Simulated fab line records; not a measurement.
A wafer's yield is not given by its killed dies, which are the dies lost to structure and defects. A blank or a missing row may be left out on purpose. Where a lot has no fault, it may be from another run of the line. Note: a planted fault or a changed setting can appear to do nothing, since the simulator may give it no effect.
What tool caused it? / flow sky130 / route of 708 steps, sampled at 1 step: 11 lots, 30 wafers

WHAT THE GAUGES READ, wafer by wafer
SKY_GATE_OXIDE_THK_MEAS_02.
lot=L591; measured=day 13 12:46; on=film metro-01; GATE_OXIDE_OXIDATION_00_THK (nm)=10.01 10.32 10.11
lot=L592; measured=day 13 21:03; on=film metro-04; GATE_OXIDE_OXIDATION_00_THK (nm)=10.52 10.55 10.37
lot=L594; measured=day 14 08:50; on=film metro-01; GATE_OXIDE_OXIDATION_00_THK (nm)=10.03 10.02 9.88
lot=L598; measured=day 15 23:46; on=film metro-01; GATE_OXIDE_OXIDATION_00_THK (nm)=10.25 10.32
lot=L599; measured=day 16 05:12; on=film metro-03; GATE_OXIDE_OXIDATION_00_THK (nm)=10.25 10.19
lot=L601; measured=day 17 00:33; on=film metro-04; GATE_OXIDE_OXIDATION_00_THK (nm)=10.33 10.21
lot=L604; measured=day 17 15:08; on=film metro-01; GATE_OXIDE_OXIDATION_00_THK (nm)=10.22 10.28 10.18
lot=L605; measured=day 17 21:34; on=film metro-01; GATE_OXIDE_OXIDATION_00_THK (nm)=10.14 10.28 9.94
lot=L606; measured=day 18 07:23; on=film metro-01; GATE_OXIDE_OXIDATION_00_THK (nm)=10.42 10.25 10.39
lot=L610; measured=day 19 17:20; on=film metro-03; GATE_OXIDE_OXIDATION_00_THK (nm)=10.07 10.32 10.25
lot=L612; measured=day 20 08:29; on=film metro-03; GATE_OXIDE_OXIDATION_00_THK (nm)=10.38 10.41 10.30

WHICH TOOL RAN EACH LOT (tool, then ch and the chambers of the sampled wafers, then the start)
There is no process step in the record ahead of these readings.

THE ANSWER, worked out from the rows above alone
Rule: the usual values come from the lots themselves. Put in order of their means at a reading, lots are off if they are a third of the lots or fewer, leave a main group of 4 or more, and stand apart from it by a gap of 3 or more times the standard deviation of the main group's means; of several such gaps the widest counts. The tables above print the reading to a certain number of digits; a main group whose means all agree to those digits is not used. Also off: a lot with no number at a reading for which 4 or more lots have one. Where the step has rows for the other lots, those lots are counted as sound.
Nothing can be told from this: no lot is off at any reading shown.

WHAT THE SIMULATOR PUT IN
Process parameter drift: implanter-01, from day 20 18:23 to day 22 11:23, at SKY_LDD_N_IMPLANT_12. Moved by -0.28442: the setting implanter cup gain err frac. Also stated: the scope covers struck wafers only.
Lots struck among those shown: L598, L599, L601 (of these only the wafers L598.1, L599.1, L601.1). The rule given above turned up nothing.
